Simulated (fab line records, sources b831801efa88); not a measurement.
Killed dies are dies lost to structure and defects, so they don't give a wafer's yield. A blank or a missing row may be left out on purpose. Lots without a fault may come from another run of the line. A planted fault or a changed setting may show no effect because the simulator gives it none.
Which tool did it? | flow sky130 | 12 lots, 36 wafers sampled, at 5 steps of a route of 708

WHAT THE GAUGES READ, wafer by wafer
The record holds no reading of a measuring or inspecting step that can be judged against a usual standard deviation.

WHICH TOOL RAN EACH LOT (tool, then ch and the chambers of the sampled wafers, then the start)
lot  | SKY_CAPM_CVD_00                 | SKY_VIA3_CVD_21               | SKY_CAP2M_STRIP_14                   | SKY_VIA4_CVD_18               | SKY_PAD_OPEN_PROBE_99
L348 | pecvd-02 ch 0,2, day 36 13:07   | cvd_w-01 ch 0,1, day 39 21:18 | plasma_asher-04 ch 0,1, day 40 23:19 | cvd_w-01 ch 0,1, day 42 23:47 | prober-02, day 45 22:36
L349 | pecvd-02 ch 0,1,2, day 37 04:35 | cvd_w-02 ch 0, day 40 10:29   | plasma_asher-01 ch 1, day 41 12:35   | cvd_w-01 ch 0,1, day 43 11:39 | prober-01, day 46 08:07
L350 | pecvd-03 ch 0,1,2, day 37 08:35 | cvd_w-02 ch 0,1, day 40 15:44 | plasma_asher-01 ch 0,1, day 41 18:02 | cvd_w-02 ch 1, day 43 19:48   | prober-02, day 46 15:55
L351 | pecvd-03 ch 0,1, day 38 01:11   | cvd_w-01 ch 0,1, day 41 06:05 | plasma_asher-01 ch 0,1, day 42 07:31 | cvd_w-01 ch 0,1, day 44 08:20 | prober-01, day 47 03:10
L352 | pecvd-02 ch 1,2, day 38 04:22   | cvd_w-02 ch 0,1, day 41 10:32 | plasma_asher-04 ch 0,1, day 42 14:31 | cvd_w-01 ch 0,1, day 44 14:11 | prober-02, day 47 06:16
L355 | pecvd-04 ch 0,2, day 38 20:04   | cvd_w-02 ch 0,1, day 41 23:50 | plasma_asher-04 ch 0,1, day 43 00:34 | cvd_w-02 ch 0,1, day 45 00:44 | prober-01, day 47 17:41
L357 | pecvd-03 ch 1,2, day 39 07:35   | cvd_w-02 ch 0,1, day 42 15:23 | plasma_asher-01 ch 0,1, day 43 14:43 | cvd_w-01 ch 0,1, day 45 12:08 | prober-01, day 48 03:33
L365 | pecvd-02 ch 1,2, day 42 04:31   | cvd_w-02 ch 0,1, day 45 03:58 | plasma_asher-04 ch 0,1, day 46 01:23 | cvd_w-02 ch 0,1, day 47 21:22 | prober-02, day 50 06:00
L364 | pecvd-03 ch 0,1, day 42 05:59   | cvd_w-01 ch 0,1, day 45 04:26 | plasma_asher-03 ch 0,1, day 46 02:01 | cvd_w-01 ch 0,1, day 47 21:44 | prober-01, day 50 07:55
L366 | pecvd-03 ch 0,1,2, day 42 14:53 | cvd_w-02 ch 0, day 45 12:43   | plasma_asher-03 ch 0,1, day 46 10:07 | cvd_w-02 ch 0,1, day 48 03:47 | prober-01, day 50 11:44
L369 | pecvd-02 ch 0,1, day 42 20:37   | cvd_w-01 ch 0,1, day 45 18:34 | plasma_asher-03 ch 0,1, day 46 15:50 | cvd_w-01 ch 0,1, day 48 09:29 | prober-01, day 50 17:39
L370 | pecvd-02 ch 0,1, day 43 05:35   | cvd_w-01 ch 0,1, day 46 01:53 | plasma_asher-04 ch 1, day 46 23:34   | cvd_w-02 ch 0, day 48 18:07   | prober-02, day 51 00:45
- SKY_CAPM_CVD_00: deposits SiO2, target thk 15.5 nm.
- SKY_VIA3_CVD_21: deposits W, target thk 390 nm, time 117.31 s.
- SKY_CAP2M_STRIP_14: strips in O2/N2.
- SKY_VIA4_CVD_18: deposits W, target thk 505 nm, time 152.14 s.
- SKY_PAD_OPEN_PROBE_99

WHAT THE TOOLS THEMSELVES READ (means of the sampled wafers that have a number; where no wafer has one, the mark that the record gives instead)
SKY_CAPM_CVD_00.
lot  | tool     | heater_power_w (W)
L348 | pecvd-02 | 719
L349 | pecvd-02 | 796
L350 | pecvd-03 | 706
L351 | pecvd-03 | 757
L352 | pecvd-02 | 807
L355 | pecvd-04 | 716
L357 | pecvd-03 | 781
L365 | pecvd-02 | 850
L364 | pecvd-03 | 842
L366 | pecvd-03 | 700
L369 | pecvd-02 | 739
L370 | pecvd-02 | 662

SKY_VIA3_CVD_21.
lot  | tool     | heater_power_w (W)
L348 | cvd_w-01 | 705
L349 | cvd_w-02 | 882
L350 | cvd_w-02 | 904
L351 | cvd_w-01 | 710
L352 | cvd_w-02 | 898
L355 | cvd_w-02 | 903
L357 | cvd_w-02 | 928
L365 | cvd_w-02 | 923
L364 | cvd_w-01 | 715
L366 | cvd_w-02 | 882
L369 | cvd_w-01 | 708
L370 | cvd_w-01 | 701

SKY_CAP2M_STRIP_14.
lot  | tool            | drypump_motor_current_A (A) | oes_product_au (a.u.) | strip_time_to_endpoint_s (s)
L348 | plasma_asher-04 | 5.83                        | 0.712                 | 12.70
L349 | plasma_asher-01 | 5.44                        | 0.710                 | 12.53
L350 | plasma_asher-01 | 5.51                        | 0.710                 | 12.67
L351 | plasma_asher-01 | 5.50                        | 0.707                 | 12.66
L352 | plasma_asher-04 | 5.85                        | 0.710                 | 12.64
L355 | plasma_asher-04 | 5.95                        | 0.712                 | 12.66
L357 | plasma_asher-01 | 5.46                        | 0.713                 | 12.65
L365 | plasma_asher-04 | 5.96                        | 0.709                 | 12.73
L364 | plasma_asher-03 | 5.67                        | 0.712                 | 12.71
L366 | plasma_asher-03 | 5.67                        | 0.714                 | 12.74
L369 | plasma_asher-03 | 5.44                        | 0.713                 | 12.72
L370 | plasma_asher-04 | 5.70                        | 0.703                 | 12.60

SKY_VIA4_CVD_18.
lot  | tool     | heater_power_w (W)
L348 | cvd_w-01 | 698
L349 | cvd_w-01 | 707
L350 | cvd_w-02 | 951
L351 | cvd_w-01 | 714
L352 | cvd_w-01 | 706
L355 | cvd_w-02 | 920
L357 | cvd_w-01 | 723
L365 | cvd_w-02 | 920
L364 | cvd_w-01 | 708
L366 | cvd_w-02 | 923
L369 | cvd_w-01 | 717
L370 | cvd_w-02 | 896

SKY_PAD_OPEN_PROBE_99.
lot  | tool      | defect_limited_yield (%) | killed_at_M0_to_M3 | killed_at_M4_up | killed_at_contacts | killed_at_front_end | killed_at_other | killed_dies | killed_open | killed_short | sort_bin_3_pad_short (%) | sort_bin_5_function (%) | sort_bin_6_memory (%) | sort_n_pass | sort_yield_pct (%)
L348 | prober-02 | 82.2                     | 40                 | 3.7             | 27                 | 17                  | 0.0             | 87          | 45          | 42           | 0.7                      | 10.5                    | 6.6                   | 405         | 82.2
L349 | prober-01 | 82.0                     | 42                 | 1.3             | 28                 | 17                  | 0.3             | 88          | 44          | 45           | 1.3                      | 9.8                     | 6.8                   | 404         | 82.0
L350 | prober-02 | 82.2                     | 46                 | 3.0             | 25                 | 13                  | 0.3             | 87          | 43          | 44           | 0.6                      | 10.7                    | 6.5                   | 405         | 82.2
L351 | prober-01 | 82.4                     | 48                 | 3.0             | 22                 | 13                  | 0.3             | 86          | 52          | 34           | 0.9                      | 10.4                    | 6.2                   | 406         | 82.4
L352 | prober-02 | 74.3                     | 40                 | 48.0            | 24                 | 14                  | 0.0             | 126         | 46          | 35           | 3.1                      | 16.5                    | 6.0                   | 366         | 74.3
L355 | prober-01 | 83.8                     | 42                 | 2.7             | 21                 | 13                  | 0.0             | 79          | 43          | 36           | 0.6                      | 9.3                     | 6.2                   | 413         | 83.8
L357 | prober-01 | 73.2                     | 41                 | 46.0            | 28                 | 16                  | 0.7             | 132         | 44          | 44           | 4.1                      | 15.4                    | 7.2                   | 360         | 73.2
L365 | prober-02 | 82.0                     | 48                 | 3.7             | 21                 | 15                  | 0.7             | 88          | 48          | 40           | 0.7                      | 10.3                    | 7.0                   | 404         | 82.0
L364 | prober-01 | 83.8                     | 39                 | 3.7             | 25                 | 11                  | 1.0             | 79          | 44          | 35           | 0.9                      | 10.2                    | 5.0                   | 413         | 83.8
L366 | prober-01 | 78.1                     | 53                 | 4.0             | 34                 | 16                  | 0.7             | 108         | 59          | 49           | 1.0                      | 14.5                    | 6.4                   | 384         | 78.1
L369 | prober-01 | 81.4                     | 50                 | 2.7             | 25                 | 14                  | 0.0             | 91          | 51          | 40           | 0.5                      | 11.6                    | 6.4                   | 401         | 81.4
L370 | prober-02 | 82.6                     | 47                 | 2.7             | 25                 | 10                  | 0.3             | 85          | 44          | 42           | 1.2                      | 9.4                     | 6.7                   | 407         | 82.6

THE ANSWER, worked out from the rows above alone
Rule: what is usual is taken from the lots themselves. Put in order of their means at a reading, lots are off if they are a third of the lots or fewer, leave a main group of 4 or more, and stand apart from it by a gap of 3 or more times the standard deviation of the main group's means; of several such gaps the widest counts. A main group whose means are all the same, to the digits that the tables above print for the reading, isn't used. A lot without any number at a reading at which 4 lots or more have one is off too. The other lots that the step has rows for count as sound. The gauges are gone through in route order, then the tools' own readings, and for those a lot's mean is taken as printed above. The first step at which some lot is off is used, and at that step the reading that is off furthest; a lot without a number counts as furthest.
Off: L352, L357, at SKY_PAD_OPEN_PROBE_99 (killed_at_M4_up). The main group: mean 3.1, standard deviation 0.75.
A tool fits if, at that step or a process step before it, it ran every lot that is off, and no sound lot after the first of them. None of those tried fits.

WHAT THE SIMULATOR HAD PUT IN
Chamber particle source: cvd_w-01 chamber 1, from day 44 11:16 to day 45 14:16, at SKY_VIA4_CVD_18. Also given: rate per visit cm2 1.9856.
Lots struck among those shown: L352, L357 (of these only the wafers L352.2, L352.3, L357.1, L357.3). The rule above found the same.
